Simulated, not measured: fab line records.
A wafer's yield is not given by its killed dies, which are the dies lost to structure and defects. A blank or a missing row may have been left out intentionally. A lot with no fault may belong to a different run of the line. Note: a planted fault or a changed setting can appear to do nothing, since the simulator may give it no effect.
What tool caused it? / flow sky130 / 42 wafers from 14 lots sampled at 3 of the route's 708 steps

## WHAT THE GAUGES READ, wafer by wafer
SKY_VT_ADJUST_PCH_OVL_MEAS_07.
lot=L876; measured=day 10 10:03; on=overlay-02; VT_ADJUST_PCH_OVL (nm)=0.2 1.2 0.2
lot=L879; measured=day 11 15:16; on=overlay-02; VT_ADJUST_PCH_OVL (nm)=1.5 0.2 1.5
lot=L880; measured=day 11 18:34; on=overlay-02; VT_ADJUST_PCH_OVL (nm)=1.4 -0.7 -1.2
lot=L882; measured=day 12 10:16; on=overlay-02; VT_ADJUST_PCH_OVL (nm)=3.7 1.1 1.6
lot=L884; measured=day 12 23:18; on=overlay-01; VT_ADJUST_PCH_OVL (nm)=2.0 1.3 1.3
lot=L890; measured=day 14 22:19; on=overlay-02; VT_ADJUST_PCH_OVL (nm)=- - -
lot=L891; measured=day 15 01:31; on=overlay-02; VT_ADJUST_PCH_OVL (nm)=- - -
lot=L892; measured=day 15 11:22; on=overlay-01; VT_ADJUST_PCH_OVL (nm)=-2.0 0.0 -1.8
lot=L893; measured=day 15 19:10; on=overlay-02; VT_ADJUST_PCH_OVL (nm)=-0.9 0.2 0.5
lot=L894; measured=day 16 08:22; on=overlay-01; VT_ADJUST_PCH_OVL (nm)=-1.7 -0.1 2.4
lot=L895; measured=day 16 16:57; on=overlay-01; VT_ADJUST_PCH_OVL (nm)=2.2 1.1 -0.6
lot=L897; measured=day 17 04:28; on=overlay-01; VT_ADJUST_PCH_OVL (nm)=-2.3 -0.5 -0.5
lot=L898; measured=day 17 09:07; on=overlay-01; VT_ADJUST_PCH_OVL (nm)=0.4 0.2 0.6
lot=L899; measured=day 17 19:15; on=overlay-02; VT_ADJUST_PCH_OVL (nm)=2.8 2.0 0.3

SKY_VIA4_OVL_MEAS_11.
lot=L876; measured=day 42 13:50; on=overlay-02; VIA4_OVL (nm)=-2.2 -2.0 -2.4
lot=L879; measured=day 44 04:58; on=overlay-02; VIA4_OVL (nm)=-0.6 -1.7 0.0
lot=L880; measured=day 44 04:40; on=overlay-02; VIA4_OVL (nm)=-1.2 -2.8 -0.5
lot=L882; measured=day 44 14:40; on=overlay-02; VIA4_OVL (nm)=0.9 -2.7 0.0
lot=L884; measured=day 45 06:23; on=overlay-02; VIA4_OVL (nm)=-1.2 -1.3 -3.0
lot=L890; measured=day 46 16:01; on=overlay-02; VIA4_OVL (nm)=-4.0 -1.4 -2.5
lot=L891; measured=day 46 17:00; on=overlay-01; VIA4_OVL (nm)=0.0 -0.5 1.6
lot=L892; measured=day 46 22:12; on=overlay-02; VIA4_OVL (nm)=-2.3 -1.6 -1.1
lot=L893; measured=day 47 09:32; on=overlay-02; VIA4_OVL (nm)=-1.8 -1.6 -2.5
lot=L894; measured=day 47 20:01; on=overlay-02; VIA4_OVL (nm)=-1.9 -1.3 -1.6
lot=L895; measured=day 47 23:34; on=overlay-01; VIA4_OVL (nm)=-1.7 -2.7 -0.5
lot=L897; measured=day 48 06:33; on=overlay-01; VIA4_OVL (nm)=0.6 -1.5 -0.8
lot=L898; measured=day 48 08:42; on=overlay-02; VIA4_OVL (nm)=-4.3 -3.5 -3.6
lot=L899; measured=day 48 17:36; on=overlay-02; VIA4_OVL (nm)=-2.0 -2.0 -2.5

## EACH LOT AND THE TOOL THAT RAN IT (in order: tool; ch and the chambers of the sampled wafers; start)
lot=L876; SKY_VT_ADJUST_PCH_EXPOSE_04=iline-stepper-02 ch 0, day 9 22:53
lot=L879; SKY_VT_ADJUST_PCH_EXPOSE_04=iline-stepper-02 ch 0, day 11 03:28
lot=L880; SKY_VT_ADJUST_PCH_EXPOSE_04=iline-stepper-01 ch 0, day 11 07:17
lot=L882; SKY_VT_ADJUST_PCH_EXPOSE_04=iline-stepper-02 ch 0, day 11 22:53
lot=L884; SKY_VT_ADJUST_PCH_EXPOSE_04=iline-stepper-02 ch 0, day 12 10:34
lot=L890; SKY_VT_ADJUST_PCH_EXPOSE_04=iline-stepper-01, day 14 08:52
lot=L891; SKY_VT_ADJUST_PCH_EXPOSE_04=iline-stepper-01, day 14 11:55
lot=L892; SKY_VT_ADJUST_PCH_EXPOSE_04=iline-stepper-02 ch 0, day 14 22:11
lot=L893; SKY_VT_ADJUST_PCH_EXPOSE_04=iline-stepper-02 ch 0, day 15 05:49
lot=L894; SKY_VT_ADJUST_PCH_EXPOSE_04=iline-stepper-01 ch 0, day 15 18:40
lot=L895; SKY_VT_ADJUST_PCH_EXPOSE_04=iline-stepper-02 ch 0, day 16 03:18
lot=L897; SKY_VT_ADJUST_PCH_EXPOSE_04=iline-stepper-01 ch 0, day 16 14:08
lot=L898; SKY_VT_ADJUST_PCH_EXPOSE_04=iline-stepper-01 ch 0, day 16 18:26
lot=L899; SKY_VT_ADJUST_PCH_EXPOSE_04=iline-stepper-02 ch 0, day 17 04:34
- SKY_VT_ADJUST_PCH_EXPOSE_04: exposes mask NWM, target cd 840 nm.

## WHAT THE TOOLS THEMSELVES READ (means of the sampled wafers that have a number; where no wafer has one, the mark that the record gives instead)
SKY_VT_ADJUST_PCH_EXPOSE_04.
lot=L876; tool=iline-stepper-02; exposure-dose-mJ-cm2=254.67; focus-offset-nm (nm)=-0.5
lot=L879; tool=iline-stepper-02; exposure-dose-mJ-cm2=255.24; focus-offset-nm (nm)=-0.4
lot=L880; tool=iline-stepper-01; exposure-dose-mJ-cm2=255.04; focus-offset-nm (nm)=-0.2
lot=L882; tool=iline-stepper-02; exposure-dose-mJ-cm2=255.07; focus-offset-nm (nm)=-0.2
lot=L884; tool=iline-stepper-02; exposure-dose-mJ-cm2=255.14; focus-offset-nm (nm)=-1.0
lot=L890; tool=iline-stepper-01; exposure-dose-mJ-cm2=-; focus-offset-nm (nm)=-
lot=L891; tool=iline-stepper-01; exposure-dose-mJ-cm2=-; focus-offset-nm (nm)=-
lot=L892; tool=iline-stepper-02; exposure-dose-mJ-cm2=255.00; focus-offset-nm (nm)=0.4
lot=L893; tool=iline-stepper-02; exposure-dose-mJ-cm2=255.08; focus-offset-nm (nm)=-0.0
lot=L894; tool=iline-stepper-01; exposure-dose-mJ-cm2=255.07; focus-offset-nm (nm)=-0.3
lot=L895; tool=iline-stepper-02; exposure-dose-mJ-cm2=255.10; focus-offset-nm (nm)=0.2
lot=L897; tool=iline-stepper-01; exposure-dose-mJ-cm2=255.45; focus-offset-nm (nm)=-0.3
lot=L898; tool=iline-stepper-01; exposure-dose-mJ-cm2=254.95; focus-offset-nm (nm)=0.1
lot=L899; tool=iline-stepper-02; exposure-dose-mJ-cm2=255.07; focus-offset-nm (nm)=-0.3

## THE ANSWER, worked out from the rows above alone
Rule: usual is defined by the lots themselves. The widest of any qualifying gaps counts: lots, ordered by their means at a reading, are off when they make up no more than a third of the lots, leave a main group of 4 or more, and stand apart from it by 3 or more times the standard deviation of that group's means. If all means in a main group match to the digits the tables above print for the reading, that group is not used. A lot without any number at a reading at which 4 lots or more have one is off too. Where the step has rows for the other lots, those lots are counted as sound. After the gauges, taken in route order, come the tools' own readings; for these a lot's mean is taken, as printed above. The first step at which some lot is off is used, and at that step the reading that is off furthest; a lot without a number counts as furthest.
Off: L890, L891, seen at SKY_VT_ADJUST_PCH_OVL_MEAS_07 (VT_ADJUST_PCH_OVL). Without a number there: L890, L891. The main group has a mean of 0.5 nm with a standard deviation of 1.
If a tool, at a process step before that reading, ran all the lots that are off and no sound lot after the first of them, it fits. The gauges at SKY_VT_ADJUST_PCH_OVL_MEAS_07 aren't tried: what is off there is off at SKY_VT_ADJUST_PCH_EXPOSE_04 too, on other tools, and a gauge's error can't cause that. Of those tried, none fits.

## WHAT HAD BEEN PUT IN BY THE SIMULATOR
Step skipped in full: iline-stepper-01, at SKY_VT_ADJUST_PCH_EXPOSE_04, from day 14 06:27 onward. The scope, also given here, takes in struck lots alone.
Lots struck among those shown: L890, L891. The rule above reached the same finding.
